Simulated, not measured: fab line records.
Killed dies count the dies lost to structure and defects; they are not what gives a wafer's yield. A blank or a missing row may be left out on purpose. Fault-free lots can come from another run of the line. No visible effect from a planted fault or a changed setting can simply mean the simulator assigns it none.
What tool caused it?	flow gf180mcu	12 lots, 36 wafers sampled, at 4 steps of a route of 602

== WHAT THE GAUGES READ, wafer by wafer ==
GF_VT_IMPLANT_TW_MEAS_43.
lot	measured	on	VT_IMPLANT_4_TW
L106	day 7 14:31	filmMetro-03	688 691 688
L110	day 8 16:22	filmMetro-03	683 686 686
L111	day 8 20:17	filmMetro-02	689 687 695
L113	day 9 15:05	filmMetro-03	687 688 689
L114	day 9 20:07	filmMetro-03	559 561 561 561 559 559
L115	day 10 00:50	filmMetro-03	560 562 564 561 562 561
L116	day 10 15:42	filmMetro-02	692 690 691
L123	day 12 08:49	filmMetro-03	686 689 685
L124	day 12 16:16	filmMetro-03	689 686 683
L126	day 13 03:48	filmMetro-02	690 692 691
L127	day 13 09:39	filmMetro-03	692 689 695
L128	day 13 16:49	filmMetro-04	685 686 682

GF_V1_CD_MEAS_14: target cd 260 nm.
lot	measured	on	cdNm (nm)
L106	day 18 02:10	cdSem-02	257.7 258.3 258.7
L110	day 19 17:20	cdSem-02	259.4 260.2 260.6
L111	day 19 22:39	cdSem-02	257.9 258.1 258.7
L113	day 21 03:21	cdSem-01	260.8 260.0 259.8
L114	day 21 05:33	cdSem-02	260.9 260.5 260.8
L115	day 21 14:58	cdSem-01	261.0 259.2 259.6
L116	day 22 06:39	cdSem-02	258.8 258.7 258.0
L123	day 24 09:28	cdSem-02	260.9 261.5 260.1
L124	day 24 21:45	cdSem-02	262.3 260.5 261.2
L126	day 25 07:09	cdSem-02	258.8 259.3 258.4
L127	day 25 11:15	cdSem-02	261.2 261.7 261.4
L128	day 26 00:12	cdSem-01	260.1 258.9 259.5

== EACH LOT AND THE TOOL THAT RAN IT (in order: tool; ch and the chambers of the sampled wafers; start) ==
lot	GF_VT_IMPLANT_IMPLANT_41	GF_CONTACT_ETCH_16
L106	implanter-02 ch 0, day 7 14:16	rieDiel-01 ch 0,2, day 16 01:47
L110	implanter-02 ch 0, day 8 16:07	rieDiel-01 ch 0,3, day 17 15:07
L111	implanter-01 ch 0, day 8 20:02	rieDiel-01 ch 0,3, day 17 20:20
L113	implanter-04 ch 0, day 9 14:50	rieDiel-02 ch 0,2,3, day 19 00:19
L114	implanter-02 ch 0, day 9 19:52	rieDiel-02 ch 0,1,3, day 19 02:38
L115	implanter-02 ch 0, day 10 00:35	rieDiel-04 ch 2,3, day 19 10:46
L116	implanter-01 ch 0, day 10 15:28	rieDiel-04 ch 0,1,3, day 20 04:07
L123	implanter-01 ch 0, day 12 08:34	rieDiel-01 ch 0,1,2, day 22 09:16
L124	implanter-04 ch 0, day 12 16:01	rieDiel-01 ch 1,2, day 22 23:08
L126	implanter-02 ch 0, day 13 03:33	rieDiel-04 ch 1,3, day 23 08:13
L127	implanter-02 ch 0, day 13 09:24	rieDiel-04 ch 0,1,3, day 23 12:31
L128	implanter-04 ch 0, day 13 16:34	rieDiel-01 ch 0,1,3, day 24 01:59
- GF_VT_IMPLANT_IMPLANT_41
- GF_CONTACT_ETCH_16: etches BARC in N2/H2.

== AS READ BY THE TOOLS THEMSELVES (means over the sampled wafers that have a number; for cases with no such wafer, the mark the record gives instead) ==
GF_VT_IMPLANT_IMPLANT_41.
lot	tool	doseIonsCm2	faradayCurrentUA	tiltDeg (degrees)
L106	implanter-02	1.0128e+12	5.70	7.023
L110	implanter-02	1.0130e+12	5.73	6.991
L111	implanter-01	1.0140e+12	5.62	6.979
L113	implanter-04	1.0129e+12	5.79	6.984
L114	implanter-02	5.2393e+11	2.98	6.995
L115	implanter-02	5.2497e+11	3.02	6.971
L116	implanter-01	1.0122e+12	5.63	6.997
L123	implanter-01	1.0130e+12	5.69	7.015
L124	implanter-04	1.0129e+12	5.67	7.007
L126	implanter-02	1.0124e+12	5.64	7.012
L127	implanter-02	1.0124e+12	5.74	7.007
L128	implanter-04	1.0125e+12	5.83	6.994

GF_CONTACT_ETCH_16.
lot	tool	drypumpMotorCurrentA (A)	oesProductAu (a.u.)	throttleValvePct (%)
L106	rieDiel-01	5.4	0.856	13.223
L110	rieDiel-01	5.8	0.856	13.220
L111	rieDiel-01	5.6	0.850	13.223
L113	rieDiel-02	5.8	0.850	13.223
L114	rieDiel-02	5.6	0.854	13.223
L115	rieDiel-04	6.4	0.852	13.218
L116	rieDiel-04	6.1	0.855	13.224
L123	rieDiel-01	5.4	0.856	13.219
L124	rieDiel-01	5.3	0.857	13.218
L126	rieDiel-04	6.1	0.849	13.221
L127	rieDiel-04	6.1	0.853	13.221
L128	rieDiel-01	5.7	0.857	13.231

== THE ANSWER, worked out from the rows above alone ==
Rule: the usual values come from the lots themselves. Put in order of their means at a reading, lots are off if they are a third of the lots or fewer, leave a main group of 4 or more, and stand apart from it by a gap of 3 or more times the standard deviation of the main group's means; of several such gaps the widest counts. A main group whose means are all the same, to the digits that the tables above print for the reading, isn't used. Also off: a lot with no number at a reading for which 4 or more lots have one. All remaining lots with rows at the step are treated as sound. First the gauges in route order, then the tools' own readings, where a lot's mean is used as printed above. At the first step where some lot is off, the reading lying furthest off is the one used; lots without a number count as furthest.
Off: L114, L115, seen at GF_VT_IMPLANT_TW_MEAS_43 (VT_IMPLANT_4_TW). Mean 688 and standard deviation 2.6 in the main group.
If a tool, at a process step before that reading, ran all the lots that are off and no sound lot after the first of them, it fits. The gauges at GF_VT_IMPLANT_TW_MEAS_43 aren't tried: what is off there is off at GF_VT_IMPLANT_IMPLANT_41 too, on other tools, and a gauge's error can't cause that. None of those tried fits.

== WHAT THE SIMULATOR PUT IN ==
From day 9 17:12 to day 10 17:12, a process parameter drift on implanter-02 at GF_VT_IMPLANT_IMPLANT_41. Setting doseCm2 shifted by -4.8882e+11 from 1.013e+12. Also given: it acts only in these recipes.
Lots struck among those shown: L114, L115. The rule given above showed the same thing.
